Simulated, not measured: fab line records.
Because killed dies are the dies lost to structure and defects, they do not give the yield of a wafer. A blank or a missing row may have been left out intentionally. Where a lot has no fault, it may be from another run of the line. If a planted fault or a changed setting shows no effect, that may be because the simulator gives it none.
fab line records | flow sky130
[record] lots = 12 | wafers = 36 | last_day = 50
route steps=708 shown METAL1@455 CAPM@541 METAL3@565 PAD_OPEN@707
lots that met no fault: taken from a fault-free run of the same line
start_h: hours from the record's first day to the start of the lot's first wafer shown | wait_h: how many hours have passed since the lot's step before this one | " the same as in the row above | L1.1+2: a single row standing in for several wafers | - either no value or no given start | * or withheld: withheld | < > ~ a bound
route shown NAME@n: NAME is a module with steps in the file, n the number in the route of the first one | usual: mean/standard deviation taken from wafers without a fault | same: alike in all rows | chamber/n: place in a boat | sites: readings site by site | _std_site: the standard deviation of these | _edge_site: mean of outer sites minus mean of inner sites | radius_mm: how far each site lies from the wafer's centre | mask NAME#n: copy n | behind: the most recent tool/chamber to have shaped the wafer | hold: why the lot went on hold/how many hours it stayed there/how the hold came to an end | device: the n, p or np transistor that did not switch | end of line: the route-end tests of the same wafers | a step given without rows: its recipe and nothing more | killed: dies that structure and defects cost at the first sort, which is not the same as the wafer's yield | map: the dies of a wafer, with x for killed, . for not killed, _ for no die there
set.NAME: the setting that was run; set.NAME@STEP: the one run at that earlier step | model.NAME: the simulator's own value behind a step, which no gauge read
a sample of lots followed through the steps of the route, with each step as a table and each wafer as a row
services: when a tool's chamber went out of use (start_h, in hours from the record's first day, below 0 if earlier), for how many hours, and the reason
[[steps]]
[step SKY_METAL1_STRIP_21]
[recipe] chemistry = post_etch_residue_remover | time_s = 1200 | temp_c = 72.5
[usual] temp_c = 72.51/0.11
lot.wafer | tool         | chamber | start_h | wait_h | temp_c
L323.1    | wet_bench-02 | 2       | 772.39  | 0.1    | 72.65
L323.4    | "            | 2       | "       | "      | 72.49
L323.6    | "            | 2       | "       | "      | 72.67
L324.4    | wet_bench-02 | 1       | 778.44  | 0.0    | 72.21
L324.5    | "            | 1       | "       | "      | 72.55
L324.6    | "            | 1       | "       | "      | 72.53
L325.1    | wet_bench-04 | 1       | 783.52  | 0.1    | 72.71
L325.4    | "            | 1       | "       | "      | 72.46
L325.6    | "            | 1       | "       | "      | 72.45
L326.2    | wet_bench-04 | 3       | 793.47  | 0.1    | 72.44
L326.3    | "            | 3       | "       | "      | 72.52
L326.5    | "            | 3       | "       | "      | 72.44
L328.4    | wet_bench-04 | 3       | 814.47  | 0.0    | 72.49
L328.5    | "            | 3       | "       | "      | 72.53
L328.6    | "            | 3       | "       | "      | 72.45
L329.1    | wet_bench-02 | 1       | 815.30  | 0.1    | 72.52
L329.4    | "            | 1       | "       | "      | 72.43
L329.5    | "            | 1       | "       | "      | 72.38
L327.2    | wet_bench-04 | 3       | 816.30  | 0.1    | 72.61
L327.5    | "            | 3       | "       | "      | 72.49
L327.6    | "            | 3       | "       | "      | 72.41
L338.1    | wet_bench-02 | 2       | 885.89  | 0.1    | 72.55
L338.2    | "            | 2       | "       | "      | 72.58
L338.5    | "            | 2       | "       | "      | 72.44
L339.2    | wet_bench-01 | 3       | 903.39  | 0.1    | 72.48
L339.4    | "            | 3       | "       | "      | 72.50
L339.6    | "            | 3       | "       | "      | 72.48
L340.1    | wet_bench-04 | 0       | 909.67  | 0.1    | 72.38
L340.3    | "            | 0       | "       | "      | 72.52
L340.5    | "            | 0       | "       | "      | 72.43
L342.1    | wet_bench-04 | 0       | 915.19  | 0.1    | 72.44
L342.4    | "            | 0       | "       | "      | 72.61
L342.5    | "            | 0       | "       | "      | 72.59
L344.1    | wet_bench-04 | 1       | 924.99  | 0.1    | 72.45
L344.2    | "            | 1       | "       | "      | 72.61
L344.4    | "            | 1       | "       | "      | 72.49
[step SKY_CAPM_THK_MEAS_04]
[recipe] thk_meas_gauge = xrf | reads = TiN_of_CAPM_SPUTTER_02
[usual] CAPM_TIN_THK = 203.4/2.3
lot.wafer | tool          | chamber | start_h | wait_h | CAPM_TIN_THK[nm]
L323.1    | film_metro-03 | -       | 857.26  | 0.1    | 201.8
L323.4    | "             | -       | "       | "      | 202.3
L323.6    | "             | -       | "       | "      | 202.3
L324.4    | film_metro-02 | -       | 865.10  | 0.1    | 203.4
L324.5    | "             | -       | "       | "      | 203.6
L324.6    | "             | -       | "       | "      | 203.4
L325.1    | film_metro-02 | -       | 868.61  | 0.1    | 201.9
L325.4    | "             | -       | "       | "      | 201.9
L325.6    | "             | -       | "       | "      | 203.4
L326.2    | film_metro-03 | -       | 878.50  | 0.1    | 208.2
L326.3    | "             | -       | "       | "      | 207.7
L326.5    | "             | -       | "       | "      | 207.7
L328.4    | film_metro-04 | -       | 899.56  | 0.1    | 198.9
L328.5    | "             | -       | "       | "      | 199.3
L328.6    | "             | -       | "       | "      | 203.9
L329.1    | film_metro-04 | -       | 901.04  | 0.1    | 205.0
L329.4    | "             | -       | "       | "      | 203.3
L329.5    | "             | -       | "       | "      | 204.0
L327.2    | film_metro-03 | -       | 901.71  | 0.1    | 202.7
L327.5    | "             | -       | "       | "      | 203.0
L327.6    | "             | -       | "       | "      | 203.6
L338.1    | film_metro-02 | -       | 973.33  | 0.1    | 204.9
L338.2    | "             | -       | "       | "      | 200.9
L338.5    | "             | -       | "       | "      | 204.5
L339.2    | film_metro-02 | -       | 982.45  | 0.1    | 205.3
L339.4    | "             | -       | "       | "      | 203.8
L339.6    | "             | -       | "       | "      | 203.7
L340.1    | film_metro-02 | -       | 988.44  | 0.1    | 199.9
L340.3    | "             | -       | "       | "      | 200.2
L340.5    | "             | -       | "       | "      | 198.7
L342.1    | film_metro-04 | -       | 995.21  | 0.1    | 197.2
L342.4    | "             | -       | "       | "      | 198.6
L342.5    | "             | -       | "       | "      | 198.7
L344.1    | film_metro-03 | -       | 1004.26 | 0.1    | 206.6
L344.2    | "             | -       | "       | "      | 203.8
L344.4    | "             | -       | "       | "      | 204.8
[step SKY_METAL3_DESCUM_15]
[recipe] chemistry = O2 | source_power_w = 150 | bias_power_w = 0 | pressure_mtorr = 10 | temp_c = 40 | time_s = 8
[usual] drypump_motor_current_A = 6.02/0.27 | oes_product_au = 0.994/0.011 | temp_c = 40.00/0.12
lot.wafer | tool         | chamber | start_h | wait_h | drypump_motor_current_A | oes_product_au | rf_hours_counter_h | temp_c
L323.1    | rie_metal-04 | 1       | 910.26  | 0.0    | 6.31                    | 0.987          | 11                 | 40.22
L323.4    | "            | 0       | "       | "      | 5.86                    | 1.002          | -                  | 39.88
L323.6    | "            | 1       | "       | "      | 6.31                    | 0.991          | -                  | 40.13
L324.4    | rie_metal-04 | 0       | 916.87  | 0.0    | 5.84                    | 0.998          | -                  | 40.03
L324.5    | "            | 1       | "       | "      | 6.31                    | 0.982          | -                  | 40.29
L324.6    | "            | 0       | "       | "      | 5.84                    | 1.012          | -                  | 39.94
L325.1    | rie_metal-03 | 1       | 920.81  | 0.0    | 6.09                    | 1.007          | 18                 | 40.03
L325.4    | "            | 1       | "       | "      | 6.09                    | 1.003          | -                  | 40.05
L325.6    | "            | 1       | "       | "      | 6.09                    | 0.997          | -                  | 39.97
L326.2    | rie_metal-04 | 1       | 929.60  | 0.0    | 6.31                    | 0.980          | 12                 | 39.96
L326.3    | "            | 1       | "       | "      | 6.29                    | 0.980          | -                  | 39.79
L326.5    | "            | 1       | "       | "      | 6.32                    | 0.978          | -                  | 39.98
L328.4    | rie_metal-02 | 0       | 948.73  | 0.0    | 5.67                    | 0.983          | -                  | 40.05
L328.5    | "            | 0       | "       | "      | 5.64                    | 0.977          | -                  | 39.94
L328.6    | "            | 1       | "       | "      | 6.35                    | 1.001          | -                  | 39.85
L329.1    | rie_metal-02 | 0       | 950.02  | 0.0    | 5.64                    | 0.989          | 9                  | 39.99
L329.4    | "            | 0       | "       | "      | 5.67                    | 0.991          | -                  | 39.98
L329.5    | "            | 1       | "       | "      | 6.35                    | 1.013          | -                  | 40.10
L327.2    | rie_metal-04 | 0       | 950.73  | 0.0    | 5.82                    | 0.990          | 6                  | 40.08
L327.5    | "            | 1       | "       | "      | 6.31                    | 0.983          | -                  | 40.22
L327.6    | "            | 0       | "       | "      | 5.82                    | 0.990          | -                  | 40.01
L338.1    | rie_metal-02 | 1       | 1021.60 | 0.0    | 6.34                    | 1.004          | 7                  | 39.97
L338.2    | "            | 0       | "       | "      | 5.69                    | 0.993          | 14                 | 39.81
L338.5    | "            | 0       | "       | "      | 5.64                    | 0.993          | -                  | 39.76
L339.2    | rie_metal-03 | 0       | 1028.77 | 0.0    | 6.20                    | 1.000          | 9                  | 40.12
L339.4    | "            | 0       | "       | "      | 6.21                    | 0.999          | -                  | 39.85
L339.6    | "            | 0       | "       | "      | 6.21                    | 1.003          | -                  | 39.92
L340.1    | rie_metal-02 | 0       | 1035.51 | 0.0    | 5.68                    | 0.984          | 14                 | 39.88
L340.3    | "            | 1       | "       | "      | 6.38                    | 0.990          | -                  | 40.14
L340.5    | "            | 0       | "       | "      | 5.65                    | 0.987          | -                  | 39.89
L342.1    | rie_metal-03 | 0       | 1042.20 | 0.0    | 6.17                    | 1.004          | 10                 | 39.87
L342.4    | "            | 0       | "       | "      | 6.19                    | 0.999          | -                  | 39.90
L342.5    | "            | 1       | "       | "      | 6.08                    | 0.987          | -                  | 39.96
L344.1    | rie_metal-03 | 0       | 1050.76 | 0.0    | 6.21                    | 0.995          | 11                 | 40.18
L344.2    | "            | 1       | "       | "      | 6.10                    | 0.985          | 4                  | 39.96
L344.4    | "            | 1       | "       | "      | 6.08                    | 0.982          | -                  | 39.93
[step SKY_PAD_OPEN_BOW_MEAS_13]
[recipe] mode = bow
[usual] PAD_OPEN_BOW = 45/9
lot.wafer | tool          | chamber | start_h | wait_h | PAD_OPEN_BOW[um]
L323.1    | film_metro-02 | -       | 1084.88 | -      | 38
L323.4    | "             | -       | "       | "      | 50
L323.6    | "             | -       | "       | "      | 44
L324.4    | film_metro-04 | -       | 1088.76 | -      | 55
L324.5    | "             | -       | "       | "      | 47
L324.6    | "             | -       | "       | "      | 44
L325.1    | film_metro-02 | -       | 1094.06 | -      | 50
L325.4    | "             | -       | "       | "      | 44
L325.6    | "             | -       | "       | "      | 43
L326.2    | film_metro-01 | -       | 1099.40 | -      | 32
L326.3    | "             | -       | "       | "      | 51
L326.5    | "             | -       | "       | "      | 30
L328.4    | film_metro-02 | -       | 1117.17 | -      | 53
L328.5    | "             | -       | "       | "      | 48
L328.6    | "             | -       | "       | "      | 54
L329.1    | film_metro-02 | -       | 1118.24 | -      | 47
L329.4    | "             | -       | "       | "      | 49
L329.5    | "             | -       | "       | "      | 45
L327.2    | film_metro-04 | -       | 1118.63 | -      | 34
L327.5    | "             | -       | "       | "      | 30
L327.6    | "             | -       | "       | "      | 35
L338.1    | film_metro-02 | -       | 1175.03 | -      | 51
L338.2    | "             | -       | "       | "      | 41
L338.5    | "             | -       | "       | "      | 33
L339.2    | film_metro-02 | -       | 1177.85 | -      | 41
L339.4    | "             | -       | "       | "      | 50
L339.6    | "             | -       | "       | "      | 48
L340.1    | film_metro-01 | -       | 1185.78 | -      | 40
L340.3    | "             | -       | "       | "      | 35
L340.5    | "             | -       | "       | "      | 37
L342.1    | film_metro-02 | -       | 1187.99 | -      | 43
L342.4    | "             | -       | "       | "      | 50
L342.5    | "             | -       | "       | "      | 34
L344.1    | film_metro-01 | -       | 1196.37 | -      | 49
L344.2    | "             | -       | "       | "      | 57
L344.4    | "             | -       | "       | "      | 52
[step SKY_PAD_OPEN_PROBE_99]
[usual] defect_limited_yield = 82.9/1.9 | killed_at_M0_to_M3 = 42/6.3 | killed_at_M4_up = 2.8/1.9 | killed_at_contacts = 23/5.3 | killed_at_front_end = 16/4.3 | killed_at_other = 0.2/0.51 | killed_dies = 84/9.3 | killed_on_rim = 16/4.2 | killed_open = 46/7.6 | killed_short = 38/6.3 | sort_bin_3_pad_short = 0.8/0.41 | sort_bin_5_function = 10.0/1.4 | sort_bin_6_memory = 6.2/1.1 | sort_bin_8_speed = 0.00/0.017 | sort_n_pass = 408/9.3 | sort_yield_pct = 82.9/1.9
[same] gross_dies = 492 | killed_at_back_side = 0 | sort_bin_4_leakage[%] = 0
lot.wafer | tool      | chamber | start_h | wait_h | defect_limited_yield[%] | killed_at_M0_to_M3 | killed_at_M4_up | killed_at_contacts | killed_at_front_end | killed_at_other | killed_dies | killed_on_rim | killed_open | killed_short | sort_bin_3_pad_short[%] | sort_bin_5_function[%] | sort_bin_6_memory[%] | sort_bin_8_speed[%] | sort_n_pass | sort_yield_pct[%]
L324.4    | prober-01 | -       | 1088.97 | 0.2    | 82.5                    | 36                 | 8               | 31                 | 11                  | 0               | 86          | 13            | 47          | 39           | 1.2                     | 10.0                   | 6.3                  | 0                   | 406         | 82.5
L324.5    | prober-01 | -       | 1089.02 | 0.2    | 83.1                    | 41                 | 0               | 22                 | 20                  | 0               | 83          | 22            | 38          | 45           | 1.6                     | 8.7                    | 6.5                  | 0                   | 409         | 83.1
L324.6    | prober-01 | -       | 1089.07 | 0.2    | 81.5                    | 51                 | 3               | 22                 | 15                  | 0               | 91          | 19            | 55          | 36           | 0.2                     | 10.8                   | 7.5                  | 0                   | 401         | 81.5
L326.2    | prober-01 | -       | 1099.55 | 0.1    | 83.7                    | 44                 | 3               | 21                 | 12                  | 0               | 80          | 19            | 54          | 26           | 0.6                     | 10.0                   | 5.7                  | 0                   | 412         | 83.7
L326.3    | prober-01 | -       | 1099.60 | 0.2    | 82.5                    | 46                 | 3               | 24                 | 13                  | 0               | 86          | 18            | 33          | 53           | 1.2                     | 8.5                    | 7.7                  | 0                   | 406         | 82.5
L326.5    | prober-01 | -       | 1099.70 | 0.2    | 80.1                    | 49                 | 5               | 27                 | 17                  | 0               | 98          | 18            | 46          | 52           | 1.2                     | 11.4                   | 7.3                  | 0                   | 394         | 80.1
L328.4    | prober-02 | -       | 1117.38 | 0.2    | 74.0                    | 92                 | 0               | 22                 | 14                  | 0               | 128         | 34            | 47          | 43           | 1.6                     | 16.9                   | 7.5                  | 0                   | 364         | 74.0
L328.5    | prober-02 | -       | 1117.43 | 0.2    | 75.4                    | 74                 | 7               | 22                 | 18                  | 0               | 121         | 27            | 46          | 33           | 2.4                     | 16.9                   | 5.3                  | 0                   | 371         | 75.4
L328.6    | prober-02 | -       | 1117.48 | 0.2    | 73.2                    | 78                 | 2               | 33                 | 19                  | 0               | 132         | 22            | 62          | 40           | 2.0                     | 16.1                   | 8.7                  | 0                   | 360         | 73.2
L327.2    | prober-02 | -       | 1118.78 | 0.1    | 76.6                    | 88                 | 3               | 14                 | 10                  | 0               | 115         | 29            | 46          | 35           | 1.2                     | 16.7                   | 5.5                  | 0                   | 377         | 76.6
L327.5    | prober-02 | -       | 1118.93 | 0.2    | 74.0                    | 74                 | 2               | 32                 | 19                  | 1               | 128         | 35            | 56          | 37           | 2.8                     | 15.0                   | 8.1                  | 0                   | 364         | 74.0
L327.6    | prober-02 | -       | 1118.98 | 0.2    | 77.4                    | 78                 | 4               | 17                 | 12                  | 0               | 111         | 25            | 49          | 27           | 1.8                     | 12.8                   | 7.9                  | 0                   | 381         | 77.4
L338.1    | prober-02 | -       | 1175.15 | 0.1    | 83.7                    | 36                 | 2               | 28                 | 13                  | 1               | 80          | 14            | 38          | 42           | 0.6                     | 11.0                   | 4.7                  | 0                   | 412         | 83.7
L338.2    | prober-02 | -       | 1175.20 | 0.1    | 83.9                    | 33                 | 3               | 24                 | 18                  | 1               | 79          | 17            | 38          | 41           | 0.6                     | 9.3                    | 6.1                  | 0                   | 413         | 83.9
L338.5    | prober-02 | -       | 1175.35 | 0.2    | 82.7                    | 45                 | 1               | 23                 | 16                  | 0               | 85          | 20            | 49          | 36           | 1.2                     | 9.3                    | 6.7                  | 0                   | 407         | 82.7
L339.2    | prober-02 | -       | 1178.00 | 0.1    | 84.1                    | 35                 | 2               | 25                 | 16                  | 0               | 78          | 21            | 32          | 46           | 1.4                     | 7.1                    | 7.3                  | 0                   | 414         | 84.1
L339.4    | prober-02 | -       | 1178.10 | 0.2    | 80.7                    | 47                 | 1               | 27                 | 20                  | 0               | 95          | 14            | 47          | 48           | 1.4                     | 11.8                   | 6.1                  | 0                   | 397         | 80.7
L339.6    | prober-02 | -       | 1178.20 | 0.2    | 76.4                    | 51                 | 3               | 42                 | 20                  | 0               | 116         | 24            | 69          | 47           | 0.8                     | 13.6                   | 9.1                  | 0                   | 376         | 76.4
L340.1    | prober-02 | -       | 1185.90 | 0.1    | 81.7                    | 49                 | 1               | 22                 | 18                  | 0               | 90          | 20            | 55          | 35           | 0.8                     | 11.8                   | 5.7                  | 0                   | 402         | 81.7
L340.3    | prober-02 | -       | 1186.00 | 0.2    | 87.6                    | 38                 | 1               | 10                 | 12                  | 0               | 61          | 16            | 34          | 27           | 0.6                     | 6.3                    | 5.5                  | 0                   | 431         | 87.6
L340.5    | prober-02 | -       | 1186.10 | 0.2    | 83.9                    | 37                 | 5               | 28                 | 9                   | 0               | 79          | 17            | 44          | 35           | 1.4                     | 8.9                    | 5.7                  | 0                   | 413         | 83.9
L342.1    | prober-01 | -       | 1188.11 | 0.1    | 85.0                    | 50                 | 3               | 10                 | 11                  | 0               | 74          | 11            | 47          | 27           | 0.2                     | 9.1                    | 5.7                  | 0                   | 418         | 85.0
L342.4    | prober-01 | -       | 1188.26 | 0.2    | 82.3                    | 43                 | 3               | 26                 | 15                  | 0               | 87          | 25            | 53          | 34           | 1.2                     | 10.2                   | 6.3                  | 0                   | 405         | 82.3
L342.5    | prober-01 | -       | 1188.31 | 0.2    | 82.7                    | 39                 | 2               | 30                 | 14                  | 0               | 85          | 14            | 44          | 41           | 0.4                     | 12.0                   | 4.9                  | 0                   | 407         | 82.7
// killed by level:class
L324.4 CONTACT:geometric_particle:open=10 LI_CONTACT:geometric_particle:open=7 CONTACT:geometric_particle:short=7 VIA1:geometric_particle:open=7 VIA3:geometric_particle:open=7 METAL4:geometric_particle:short=7 VIA2:geometric_particle:open=5 LOCAL_INTERCONNECT:geometric_particle:short=4
L324.5 VIA1:geometric_particle:open=10 METAL2:geometric_particle:short=9 POLY_GATE:geometric_particle:short=8 CONTACT:geometric_particle:open=8 LI_CONTACT:geometric_particle:open=7 METAL1:geometric_particle:short=7 FIELD_ISO:geometric_particle:short=4 VIA3:geometric_particle:open=4
L324.6 VIA1:geometric_particle:open=18 CONTACT:geometric_particle:open=12 VIA2:geometric_particle:short=7 VIA3:geometric_particle:open=7 METAL2:geometric_particle:short=5 POLY_GATE:geometric_particle:short=4 POLY_GATE:geometric_particle:open=4 METAL1:geometric_particle:short=4
L326.2 VIA1:geometric_particle:open=14 VIA3:geometric_particle:open=8 CONTACT:geometric_particle:open=7 LI_CONTACT:geometric_particle:open=6 METAL1:geometric_particle:short=5 METAL2:geometric_particle:short=4 VIA2:geometric_particle:open=4 FIELD_ISO:geometric_particle:open=3
L326.3 METAL1:geometric_particle:short=9 LI_CONTACT:geometric_particle:open=6 LOCAL_INTERCONNECT:geometric_particle:short=6 CONTACT:geometric_particle:short=6 VIA2:geometric_particle:open=5 VIA1:geometric_particle:short=5 VIA1:geometric_particle:open=5 METAL2:geometric_particle:short=5
L326.5 VIA1:geometric_particle:open=10 LI_CONTACT:geometric_particle:open=7 LOCAL_INTERCONNECT:geometric_particle:short=7 CONTACT:geometric_particle:open=7 VIA1:geometric_particle:short=7 VIA3:geometric_particle:open=7 METAL1:geometric_particle:short=6 VIA2:geometric_particle:open=5
L328.4 METAL1:unspecified=38 VIA1:geometric_particle:open=16 CONTACT:geometric_particle:open=11 VIA3:geometric_particle:short=7 VIA1:geometric_particle:short=7 LOCAL_INTERCONNECT:geometric_particle:short=5 VIA3:geometric_particle:open=5 POLY_GATE:geometric_particle:short=4
L328.5 METAL1:unspecified=42 VIA1:geometric_particle:open=9 VIA2:geometric_particle:open=6 CONTACT:geometric_particle:short=6 LI_CONTACT:geometric_particle:open=5 CONTACT:geometric_particle:open=5 FIELD_ISO:geometric_particle:open=4 POLY_GATE:geometric_particle:short=4
L328.6 METAL1:unspecified=30 LI_CONTACT:geometric_particle:open=12 CONTACT:geometric_particle:open=12 VIA1:geometric_particle:open=10 VIA2:geometric_particle:open=9 METAL1:geometric_particle:short=6 METAL3:geometric_particle:short=6 FIELD_ISO:geometric_particle:short=5
L327.2 METAL1:unspecified=34 VIA1:geometric_particle:open=12 VIA3:geometric_particle:open=9 METAL2:geometric_particle:short=8 LI_CONTACT:geometric_particle:open=5 VIA2:geometric_particle:open=5 VIA1:geometric_particle:short=4 CONTACT:geometric_particle:open=4
L327.5 METAL1:unspecified=35 CONTACT:geometric_particle:open=12 VIA2:geometric_particle:open=12 VIA1:geometric_particle:open=8 LI_CONTACT:geometric_particle:open=7 POLY_GATE:geometric_particle:open=6 LI_CONTACT:geometric_particle:short=5 VIA3:geometric_particle:open=5
L327.6 METAL1:unspecified=35 VIA1:geometric_particle:open=15 VIA3:geometric_particle:open=7 CONTACT:geometric_particle:open=6 LI_CONTACT:geometric_particle:open=5 FIELD_ISO:geometric_particle:open=3 CONTACT:geometric_particle:short=3 METAL1:geometric_particle:short=3
L338.1 LI_CONTACT:geometric_particle:open=10 CONTACT:geometric_particle:open=7 METAL1:geometric_particle:short=6 POLY_GATE:geometric_particle:short=5 VIA1:geometric_particle:open=5 VIA2:geometric_particle:open=5 METAL2:geometric_particle:short=5 LI_CONTACT:geometric_particle:short=4
L338.2 LOCAL_INTERCONNECT:geometric_particle:short=8 VIA1:geometric_particle:open=7 FIELD_ISO:geometric_particle:short=6 CONTACT:geometric_particle:open=6 FIELD_ISO:geometric_particle:open=5 CONTACT:geometric_particle:short=5 METAL1:geometric_particle:short=5 LI_CONTACT:geometric_particle:open=4
L338.5 VIA1:geometric_particle:open=15 CONTACT:geometric_particle:open=9 LI_CONTACT:geometric_particle:open=7 VIA1:geometric_particle:short=6 METAL2:geometric_particle:short=5 VIA3:geometric_particle:open=5 FIELD_ISO:geometric_particle:open=4 POLY_GATE:geometric_particle:short=4
L339.2 CONTACT:geometric_particle:short=9 METAL2:geometric_particle:short=8 FIELD_ISO:geometric_particle:short=7 METAL1:geometric_particle:short=7 CONTACT:geometric_particle:open=6 VIA1:geometric_particle:open=5 VIA3:geometric_particle:open=4 LI_CONTACT:geometric_particle:open=4
L339.4 VIA2:geometric_particle:open=11 CONTACT:geometric_particle:open=9 METAL2:geometric_particle:short=8 LI_CONTACT:geometric_particle:open=7 FIELD_ISO:geometric_particle:short=6 METAL1:geometric_particle:short=6 VIA1:geometric_particle:open=6 POLY_GATE:geometric_particle:short=5
L339.6 CONTACT:geometric_particle:open=16 METAL1:geometric_particle:short=10 VIA1:geometric_particle:open=9 VIA2:geometric_particle:open=8 LI_CONTACT:geometric_particle:short=7 LOCAL_INTERCONNECT:geometric_particle:short=7 LI_CONTACT:geometric_particle:open=6 VIA3:geometric_particle:open=6
L340.1 VIA2:geometric_particle:open=16 VIA1:geometric_particle:open=11 CONTACT:geometric_particle:open=9 FIELD_ISO:geometric_particle:short=8 LI_CONTACT:geometric_particle:open=7 FIELD_ISO:geometric_particle:open=4 CONTACT:geometric_particle:short=4 METAL2:geometric_particle:short=4
L340.3 VIA1:geometric_particle:open=13 VIA2:geometric_particle:open=6 VIA3:geometric_particle:open=5 CONTACT:geometric_particle:open=4 SPACER:geometric_particle:short=3 CONTACT:geometric_particle:short=3 METAL1:geometric_particle:short=3 METAL2:geometric_particle:short=3
L340.5 CONTACT:geometric_particle:open=10 LI_CONTACT:geometric_particle:open=9 VIA1:geometric_particle:open=7 VIA1:geometric_particle:short=6 CONTACT:geometric_particle:short=5 METAL4:geometric_particle:short=5 VIA2:geometric_particle:open=4 METAL3:geometric_particle:short=4
L342.1 VIA1:geometric_particle:open=16 METAL2:geometric_particle:short=6 VIA2:geometric_particle:open=5 METAL1:geometric_particle:open=5 VIA1:geometric_particle:short=5 CONTACT:geometric_particle:open=4 VIA3:geometric_particle:open=4 FIELD_ISO:geometric_particle:short=3
L342.4 VIA1:geometric_particle:open=13 LI_CONTACT:geometric_particle:open=8 FIELD_ISO:geometric_particle:open=6 LI_CONTACT:geometric_particle:short=6 VIA3:geometric_particle:open=6 METAL3:geometric_particle:open=5 METAL2:geometric_particle:short=5 POLY_GATE:geometric_particle:open=4
L342.5 CONTACT:geometric_particle:open=12 VIA1:geometric_particle:open=9 LI_CONTACT:geometric_particle:open=7 CONTACT:geometric_particle:short=7 METAL1:geometric_particle:short=6 POLY_GATE:geometric_particle:short=5 VIA3:geometric_particle:short=5 POLY_GATE:geometric_particle:open=4
[[services]]
tool         | chamber | start_h | hours | kind
rie_metal-04 | 0       | 800.38  | 23.9  | repair
rie_metal-03 | -       | 805.44  | 0.8   | repair
rie_metal-02 | 1       | 815.47  | -     | clean
rie_metal-02 | 1       | 815.47  | 25.4  | scheduled_down
rie_metal-02 | 1       | 815.47  | 25.4  | vent_cycle
wet_bench-01 | -       | 821.68  | 3.6   | repair
rie_metal-04 | 0       | 824.26  | -     | clean
rie_metal-04 | 0       | 824.26  | 18.1  | scheduled_down
rie_metal-04 | 0       | 824.26  | 18.1  | vent_cycle
rie_metal-03 | 0       | 847.66  | -     | clean
rie_metal-03 | 0       | 847.66  | 23.2  | scheduled_down
rie_metal-03 | 0       | 847.66  | 23.2  | vent_cycle
rie_metal-04 | -       | 865.16  | 1.4   | pm
rie_metal-03 | -       | 867.09  | 0.2   | repair
wet_bench-04 | -       | 869.62  | 4.4   | pm
wet_bench-02 | -       | 877.40  | 1.6   | repair
rie_metal-02 | 0       | 880.09  | 9.9   | repair
rie_metal-04 | -       | 897.11  | 2.8   | pm
rie_metal-04 | 1       | 936.01  | 13.9  | repair
rie_metal-03 | -       | 948.42  | 2.8   | pm
rie_metal-04 | 1       | 982.30  | 14.9  | repair
rie_metal-02 | 1       | 982.77  | 17.3  | repair
rie_metal-02 | 0       | 1023.90 | 9.1   | repair
rie_metal-04 | 0       | 1045.44 | 15.5  | repair
[[key]]
[first_sign] step = SKY_PAD_OPEN_PROBE_99 | reading = killed_at_M0_to_M3 | direction = up | sigmas = 6.1 | usual = 42 | struck = 81
[effect] step = SKY_PAD_OPEN_PROBE_99 | reading = defect_limited_yield | direction = down | sigmas = 4.1 | usual = 82.9 | struck = 75.1
met_at SKY_METAL1_STRIP_21
struck_lots L327,L328
not_acting_at SKY_CAPM_THK_MEAS_04,SKY_METAL3_DESCUM_15,SKY_PAD_OPEN_BOW_MEAS_13
onset_between 793.47 814.47
[fault] kind = chamber_particle_source | tool = wet_bench-04 | chamber = - | onset_h = 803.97 | steps = SKY_METAL1_STRIP_21 | rate_per_visit_cm2 = 0.49124 | end_h = 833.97
